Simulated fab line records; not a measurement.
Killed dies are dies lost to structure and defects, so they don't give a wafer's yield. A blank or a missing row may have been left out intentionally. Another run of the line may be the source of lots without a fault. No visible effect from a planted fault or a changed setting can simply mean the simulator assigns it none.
Chamber matching | flow gf180mcu | GF_V5_CMP_26 on cmp-02 has 4 sister chambers
The step polishes, stops on SiO2, t overpolish 15 s, target thk 0 nm. 22 wafers are shown with their chamber, then 11 later ones without.

== EACH WAFER AND ITS CHAMBER ==
wafer  | chamber | motor-current-A (A) | time-to-endpoint-s (s) | overpolish-run-s (s)
L362.3 | 3       | 11.7                | 92                     | 14.983
L362.4 | 0       | 10.4                | 85                     | 14.989
L362.6 | 3       | 10.6                | 91                     | 15.006
L363.2 | 1       | 11.5                | 84                     | 14.989
L363.5 | 0       | 10.1                | 84                     | 14.997
L363.6 | 3       | 11.6                | 94                     | 14.994
L364.1 | 1       | 11.1                | 89                     | 15.002
L364.2 | 3       | 11.5                | 90                     | 15.002
L364.5 | 0       | 10.9                | 88                     | 15.003
L365.1 | 3       | 11.4                | 91                     | 15.006
L365.2 | 2       | 9.4                 | 85                     | 15.012
L365.5 | 0       | 10.1                | 86                     | 14.996
L366.3 | 1       | 11.0                | 88                     | 14.989
L366.4 | 0       | 10.9                | 83                     | 14.997
L366.5 | 1       | 11.5                | 84                     | 14.987
L369.3 | 2       | 9.8                 | 81                     | 14.992
L369.4 | 0       | 10.5                | 81                     | 14.998
L369.6 | 3       | 11.8                | 87                     | 15.004
L368.1 | 3       | 11.1                | 84                     | 15.014
L368.4 | 2       | 9.6                 | 82                     | 14.989
L368.6 | 2       | 9.7                 | 80                     | 15.005
L376.2 | 1       | 11.6                | 86                     | 15.001

SIGNATURES, as means of the wafers listed above
reading            | chamber 0 | chamber 1 | chamber 2 | chamber 3 | scatter within a chamber
motor-current-A    | 10.483    | 11.340    | 9.625     | 11.386    | 0.338
time-to-endpoint-s | 84.50     | 86.20     | 82.00     | 89.86     | 2.7
overpolish-run-s   | 14.99667  | 14.99360  | 14.99950  | 15.00129  | 0.00839
Rule: a wafer lies at a distance from a chamber equal to the root of the sum of squares, over the readings, of (its reading less the chamber's mean, divided by the reading's scatter). The wafer belongs to the nearest chamber; if the next one is less than 2 further off, it can't be placed. The scatter is the square root of a quotient: the sum, over the shown wafers, of each reading's squared deviation from its chamber's mean, divided by wafers minus chambers.

== WAFERS WITH NO CHAMBER GIVEN ==
wafer  | motor-current-A (A) | time-to-endpoint-s (s) | overpolish-run-s (s)
L376.5 | 10.8                | 84                     | 14.994
L376.6 | 10.4                | 81                     | 14.999
L377.1 | 10.4                | 81                     | 14.992
L377.2 | 11.4                | 80                     | 15.006
L377.3 | 9.2                 | 82                     | 14.999
L378.2 | 10.1                | 85                     | 15.002
L378.5 | 9.6                 | 83                     | 15.003
L378.6 | 11.6                | 87                     | 15.001
L381.1 | 10.6                | 87                     | 15.009
L381.5 | 11.5                | 87                     | 15.000
L381.6 | 10.1                | 89                     | 15.007

== WHICH CHAMBER EACH WENT THROUGH ==
wafer  | from the rows above               | in truth
L376.5 | can't be placed: 0 or 1 or 3      | 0
L376.6 | can't be placed: 0 or 2           | 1
L377.1 | can't be placed: 0 or 2 or 1      | 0
L377.2 | can't be placed: 1 or 0 or 3      | 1
L377.3 | 2                                 | 2
L378.2 | can't be placed: 0 or 2           | 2
L378.5 | 2                                 | 2
L378.6 | can't be placed: 1 or 3           | 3
L381.1 | can't be placed: 0 or 3 or 1 or 2 | 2
L381.5 | can't be placed: 1 or 3           | 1
L381.6 | can't be placed: 0 or 2 or 3 or 1 | 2
2 of 11 placed correctly. Not placeable from these rows: 9 (in 8, the candidates include the true chamber). Placed wrongly: 0.
